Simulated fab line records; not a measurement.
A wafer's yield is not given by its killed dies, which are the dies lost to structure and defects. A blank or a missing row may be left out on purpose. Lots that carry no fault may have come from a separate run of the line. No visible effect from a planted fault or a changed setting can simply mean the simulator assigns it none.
Problem report in the 8D (eight disciplines) form, filled by code    flow gf180mcu    the parts of the form that need people (team, actions taken, sign-off) are left out

== 1. THE ISSUE ==
Wafers without a fault read 89.02 s, standard deviation 0.24; run length s at GF_M2_SOFTBAKE_10 reads a mean of 91.33 s on 6 wafers belonging to 2 lots. That puts it +9.6 standard deviations away from the usual mean.
The step: time 60 s.
The first sign was on wafer L932.2 at day 21 01:16, on litho track-01. The record has a number at this step for 36 wafers belonging to 12 lots. Rule for "out" (also "out of limits"): further than 4 standard deviations from the usual mean. Any other wafer with a number is counted as sound.

== 2. WHAT IT IS; WHAT IT IS NOT ==
question                     is                      is not
which readings at this step  run length s            exhaust pa
which lots                   L932, L935              L926, L927, L938, L939, L941, L942, L943, L945, L946, L949
which wafers of those lots   all that have a number  -
read on which tools          litho track-01          litho track-02, litho track-03
when                         from day 21 01:16       up to then (6 sound wafers); but 24 sound wafers of L938, L939, L941, L942, L943, L945, L946, L949 came after

== 3. SUSPECTS, AND WHAT RULES EACH OUT ==
Counting: a tool stays on the suspect list if, at a process step up to the reading, it processed all lots that are out and no sound lot following the first of them.
- litho track-01 at GF_M2_SOFTBAKE_10 (time 60 s): ruled out as a lasting fault. After its first lot that is out, L932 (day 21 01:16), sound lots L943, L945, L946, L949 ran on it.
Left after counting: nothing in the record.

== 4. THE CAUSE (what the simulator had put in) ==
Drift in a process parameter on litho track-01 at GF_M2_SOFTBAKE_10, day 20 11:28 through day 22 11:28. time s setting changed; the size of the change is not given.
Counting ruled it out, wrongly.

== 5. THE CHAIN OF EFFECTS, in route order ==
Each row: a reading whose mean over the struck wafers that have a number lies more than 3 standard deviations from the usual. Scope: only readings with a usual standard deviation given in the record; hours: median across lots of the time from each lot's start at the first step in this table that gives one to its start at this step; sigmas: change in usual standard deviations.
hours  step               reading       usual    on struck wafers  change  sigmas
0      GF_M2_SOFTBAKE_10  run length s  89.02 s  91.33             +2.31   +9.6
The process steps in it:
- GF_M2_SOFTBAKE_10: time 60 s.

== 6. WHAT WOULD HAVE CAUGHT IT SOONER ==
In this record the first reading out of limits was taken at day 21 01:16, 14 hours after the fault began at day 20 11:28.
